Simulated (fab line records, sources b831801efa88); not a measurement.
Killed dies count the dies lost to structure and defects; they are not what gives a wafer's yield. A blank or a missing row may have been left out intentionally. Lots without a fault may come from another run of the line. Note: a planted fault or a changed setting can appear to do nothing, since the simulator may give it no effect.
The tool behind it: which one?    flow sky130    12 lots, 36 wafers sampled, at 2 steps of a route of 708

WHAT EACH GAUGE READ, for each wafer
SKY_LDD_HVP_TW_MEAS_10.
lot   measured      on            LDD_HVP_TW
L075  day 21 13:10  filmMetro-03  454 453 455
L077  day 22 13:02  filmMetro-02  457 457 459
L079  day 23 09:34  filmMetro-01  462 461 461
L081  day 24 04:44  filmMetro-02  455 454 454
L083  day 25 01:10  filmMetro-03  454 454 455
L085  day 25 11:58  filmMetro-03  457 457 458
L087  day 26 07:01  filmMetro-01  460 461 463
L089  day 27 00:38  filmMetro-03  457 455 456
L091  day 27 21:44  filmMetro-02  459 456 455
L092  day 28 15:32  filmMetro-03  458 457 456
L094  day 29 01:44  filmMetro-01  462 461 463
L097  day 29 18:34  filmMetro-01  463 461 462

WHAT TOOL EACH LOT RAN ON (gives the tool, then ch and the chambers of the sampled wafers, and finally the start)
lot   SKY_LDD_HVP_STRIP_09
L075  plasmaAsher-01 ch 0,1, day 21 13:04
L077  plasmaAsher-03 ch 0,1, day 22 12:56
L079  plasmaAsher-03 ch 0,1, day 23 09:28
L081  plasmaAsher-03 ch 0,1, day 24 04:38
L083  plasmaAsher-03 ch 0,1, day 25 01:04
L085  plasmaAsher-03 ch 0,1, day 25 11:52
L087  plasmaAsher-01 ch 0,1, day 26 06:55
L089  plasmaAsher-04 ch 0,1, day 27 00:32
L091  plasmaAsher-04 ch 0,1, day 27 21:39
L092  plasmaAsher-03 ch 0,1, day 28 15:25
L094  plasmaAsher-03 ch 0,1, day 29 01:37
L097  plasmaAsher-03 ch 0,1, day 29 18:28
- SKY_LDD_HVP_STRIP_09: strips in O2/N2.

THE ANSWER, worked out from the rows above alone
Rule: the usual values come from the lots themselves. The widest of any qualifying gaps counts: lots, ordered by their means at a reading, are off when they make up no more than a third of the lots, leave a main group of 4 or more, and stand apart from it by 3 or more times the standard deviation of that group's means. A main group whose means are all the same, to the digits that the tables above print for the reading, isn't used. A lot without any number at a reading at which 4 lots or more have one is off too. Any other lot the step has rows for is counted as sound.
Nothing can be told from this: no lot is off at any reading shown.

WHAT THE SIMULATOR HAD INSERTED
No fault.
